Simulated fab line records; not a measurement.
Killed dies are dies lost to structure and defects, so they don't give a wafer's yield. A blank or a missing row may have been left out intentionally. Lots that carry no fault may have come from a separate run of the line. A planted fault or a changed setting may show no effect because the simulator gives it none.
Problem report, 8D (eight disciplines) form, completed by code ; flow sfq line ; the parts of the form that need people (team, actions taken, sign-off) are left out

## 1. WHAT IS WRONG
A mean of 173 s is read at SFQ_TRILAYER_I7_CMP_CMP_184 for time to endpoint s, taken on 1 wafer of 1 lot, against 207 s (standard deviation 6.9) on wafers free of any fault. Measured from the usual mean, that is -4.9 standard deviations.
The step: polishes SiO2.
Earliest sighting: wafer L250.3 on cmp-02 at day 86 18:22. At this step, 39 wafers from 13 lots have a number in the record. The rule behind "out" and "out of limits": a value lying over 4 standard deviations away from the usual mean. The rest of the wafers with a number are treated as sound.

## 2. WHAT THIS IS AND IS NOT
question;is;is not
which readings at this step;time to endpoint s;motor current A
which lots;L250;L236, L237, L238, L239, L240, L242, L248, L254, L256, L257, L258, L259
which wafers of those lots;L250.3;L250.1, L250.6
read on which tools;cmp-02;cmp-01
when;from day 86 18:22;"up to then (22 sound wafers); but 16 sound wafers of L250, L254, L256, L257, L258, L259 came after"

## 3. WHAT RULES OUT EACH SUSPECT
Counting: if a tool at a process step up to the reading ran every lot that is out, it stays a suspect. Sound lots after the first of them don't rule it out here, since some wafers of a struck lot are sound.
- rie metal-02 at SFQ_TRILAYER_M5_ETCH_METAL_ETCH_126 (etches Nb in Cl2/BCl3, stops on SiO2, time 203.2 s, target depth 265 nm): kept. L250, the lot that is out, went through it at day 76 14:28; up to then, the latest sound lot through it was L248 at day 74 14:44.
- cmp-02 at SFQ_TRILAYER_I7_CMP_CMP_184 (polishes SiO2): kept. L250, the lot that is out, went through it at day 86 18:22; up to then, the latest sound lot through it was L248 at day 85 03:28. Out on those wafers are its own readings of time to endpoint s.
- cmp-02, SFQ_TRILAYER_I7_CMP_CMP_184: wafers that are out in chamber 1, sound lot-mates in chambers 0, 2.
After counting, rie metal-02 at SFQ_TRILAYER_M5_ETCH_METAL_ETCH_126 and cmp-02 at SFQ_TRILAYER_I7_CMP_CMP_184 remain.

## 4. THE CAUSE (what the simulator had put in)
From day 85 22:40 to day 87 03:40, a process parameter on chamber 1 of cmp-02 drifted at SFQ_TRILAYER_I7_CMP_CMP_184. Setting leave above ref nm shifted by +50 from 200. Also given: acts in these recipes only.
This tool is one of the 2 suspects left after counting.

## 5. SEQUENCE OF EFFECTS, ordered by route
Each row: a reading where the mean over the struck wafers with a number is more than 3 standard deviations away from the usual. Only readings whose record carries a usual standard deviation are examined. hours: median over the lots of the time between each lot's start at the first step of this table that gives one and its start at this step. sigmas: the change, counted in usual standard deviations.
hours;step;reading;usual;on struck wafers;change;sigmas
0;SFQ_TRILAYER_I7_CMP_CMP_184;time to endpoint s;207 s;173;-34;-4.9
3;SFQ_TRILAYER_I7_METRO_MEASURE_185;thk nm;199.8 nm;248.9;+49.1;+55
96;SFQ_TRILAYER_I7_VIA_ETCH_VIA_ETCH_190;oes product au;0.853 a.u.;0.970;+0.117;+24
It contains these process steps:
- SFQ_TRILAYER_I7_CMP_CMP_184: polishes SiO2.
- SFQ_TRILAYER_I7_METRO_MEASURE_185
- SFQ_TRILAYER_I7_VIA_ETCH_VIA_ETCH_190: etches SiO2 in CHF3, stops on Nb, target depth 260 nm.

## 6. HOW IT WOULD HAVE BEEN CAUGHT EARLIER
The fault began at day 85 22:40; the first out-of-limits reading in this record came at day 86 18:22, 20 hours later.
